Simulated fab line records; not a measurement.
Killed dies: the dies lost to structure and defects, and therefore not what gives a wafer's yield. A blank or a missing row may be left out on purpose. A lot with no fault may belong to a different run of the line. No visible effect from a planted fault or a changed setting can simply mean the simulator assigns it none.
Which tool was responsible? -- flow sky130 -- 10 lots, 28 wafers sampled, at 5 steps of a route of 708

== WHAT THE GAUGES SHOWED, per wafer ==
SKY_SD_P_OVL_MEAS_08.
lot,measured,on,SD_P_OVL (nm)
L961,day 26 09:17,overlay-02,1.2 -0.3 0.6
L963,day 27 05:11,overlay-01,-0.9 -0.6 -2.0
L969,day 29 09:22,overlay-02,0.3 -0.9
L971,day 29 19:40,overlay-02,-1.4 -1.6
L974,day 30 14:52,overlay-02,-0.4 -0.9 -0.9
L975,day 30 21:10,overlay-02,-1.2 -1.0 -0.3
L976,day 31 07:05,overlay-02,-0.3 1.5 0.6
L980,day 32 13:38,overlay-01,-0.8 -0.5 -0.2
L981,day 32 18:52,overlay-02,-0.2 3.4 0.1
L982,day 33 08:56,overlay-01,0.4 0.2 -0.7

SKY_LI_CONTACT_CD_MEAS_12 targets a cd of 170 nm.
lot,measured,on,cdNm (nm)
L961,day 29 22:20,cdSem-02,169.6 171.5 170.6
L963,day 30 19:40,cdSem-02,169.0 171.1 169.4
L969,day 32 22:07,cdSem-01,167.9 168.0
L971,day 33 07:24,cdSem-01,167.1 166.6
L974,day 34 01:00,cdSem-01,168.7 169.5 169.2
L975,day 34 07:11,cdSem-01,171.4 169.7 171.5
L976,day 34 18:55,cdSem-02,171.5 172.1 170.1
L980,day 35 23:47,cdSem-02,172.9 172.9 171.9
L981,day 36 03:42,cdSem-01,171.7 171.0 170.2
L982,day 36 17:21,cdSem-02,168.1 167.3 166.7

SKY_LI_CONTACT_RS_MEAS_22: a four-point-probe measurement.
lot,measured,on,LI_CONTACT_W_RS (ohm/sq)
L961,day 29 23:11,filmMetro-03,0.2877 0.2847 0.2857
L963,day 30 20:31,filmMetro-02,0.2841 0.2885 0.2854
L969,day 32 22:59,filmMetro-04,0.3850 0.2865 0.3857 0.2864
L971,day 33 08:14,filmMetro-04,0.3814 0.3856 0.3819 0.3850
L974,day 34 01:50,filmMetro-02,0.2827 0.2820 0.2891
L975,day 34 08:01,filmMetro-02,0.2833 0.2886 0.2836
L976,day 34 19:46,filmMetro-03,0.2883 0.2878 0.2875
L980,day 36 00:39,filmMetro-04,0.2885 0.2843 0.2894
L981,day 36 04:35,filmMetro-02,0.2819 0.2825 0.2858
L982,day 36 18:11,filmMetro-04,0.2888 0.2894 0.2873

SKY_LI_CONTACT_THK_MEAS_23: measures by xrf.
lot,measured,on,LI_CONTACT_W_THK (nm)
L961,day 29 23:17,filmMetro-03,403 407 404
L963,day 30 20:37,filmMetro-02,398 387 396
L969,day 33 00:29,filmMetro-04,296 398 295 397
L971,day 33 10:46,filmMetro-04,299 296 298 295
L974,day 34 01:57,filmMetro-02,401 401 393
L975,day 34 08:08,filmMetro-02,399 391 399
L976,day 34 19:52,filmMetro-03,398 402 402
L980,day 36 00:44,filmMetro-04,390 394 390
L981,day 36 04:42,filmMetro-02,400 403 396
L982,day 36 18:19,filmMetro-04,392 390 394

== EACH LOT AND THE TOOL THAT RAN IT (in order: tool; ch and the chambers of the sampled wafers; start) ==
lot,SKY_LI_CONTACT_CVD_21
L961,"cvdW-02 ch 0,1, day 29 23:04"
L963,"cvdW-01 ch 0,1, day 30 20:23"
L969,"cvdW-01 ch 1, day 32 22:50"
L971,"cvdW-01 ch 0,1, day 33 08:05"
L974,"cvdW-02 ch 0,1, day 34 01:41"
L975,"cvdW-02 ch 0,1, day 34 07:53"
L976,"cvdW-02 ch 0,1, day 34 19:37"
L980,"cvdW-01 ch 0,1, day 36 00:30"
L981,"cvdW-02 ch 0,1, day 36 04:27"
L982,"cvdW-02 ch 0,1, day 36 18:04"
- SKY_LI_CONTACT_CVD_21: deposits W, target thk 400 nm, time 120.56 s.

== WHAT THE TOOLS THEMSELVES READ (means of the sampled wafers that have a number; where no wafer has one, the mark that the record gives instead) ==
SKY_LI_CONTACT_CVD_21.
lot,tool,chamberPressureTorr (Torr),heaterPowerW (W),susceptorTempC (C)
L961,cvdW-02,40.09,752,400.07
L963,cvdW-01,40.05,779,399.94
L969,cvdW-01,39.95,696,400.15
L971,cvdW-01,40.05,766,400.06
L974,cvdW-02,39.92,712,399.93
L975,cvdW-02,40.01,716,399.90
L976,cvdW-02,40.04,721,399.82
L980,cvdW-01,40.03,751,399.91
L981,cvdW-02,40.02,727,400.02
L982,cvdW-02,40.10,770,399.61

== THE ANSWER, worked out from the rows above alone ==
Rule: what is usual is taken from the lots themselves. Put in order of their means at a reading, lots are off if they are a third of the lots or fewer, leave a main group of 4 or more, and stand apart from it by a gap of 3 or more times the standard deviation of the main group's means; of several such gaps the widest counts. A main group is skipped when, at the precision printed for the reading in the tables above, its means are all equal. A lot without any number at a reading at which 4 lots or more have one is off too. Any other lot the step has rows for is counted as sound. The gauges are gone through in route order, then the tools' own readings, and for those a lot's mean is taken as printed above. The first step at which some lot is off is used, and at that step the reading that is off furthest; a lot without a number counts as furthest.
Off: L969, L971, at SKY_LI_CONTACT_RS_MEAS_22 (LI_CONTACT_W_RS). The main group: mean 0.2861 ohm/sq, standard deviation 0.0016.
If a tool, at a process step before that reading, ran all the lots that are off and no sound lot after the first of them, it fits. Those tools and the gauges at SKY_LI_CONTACT_RS_MEAS_22 are tried in the same way. No candidate that was tried fits.

== WHAT WAS PUT IN BY THE SIMULATOR ==
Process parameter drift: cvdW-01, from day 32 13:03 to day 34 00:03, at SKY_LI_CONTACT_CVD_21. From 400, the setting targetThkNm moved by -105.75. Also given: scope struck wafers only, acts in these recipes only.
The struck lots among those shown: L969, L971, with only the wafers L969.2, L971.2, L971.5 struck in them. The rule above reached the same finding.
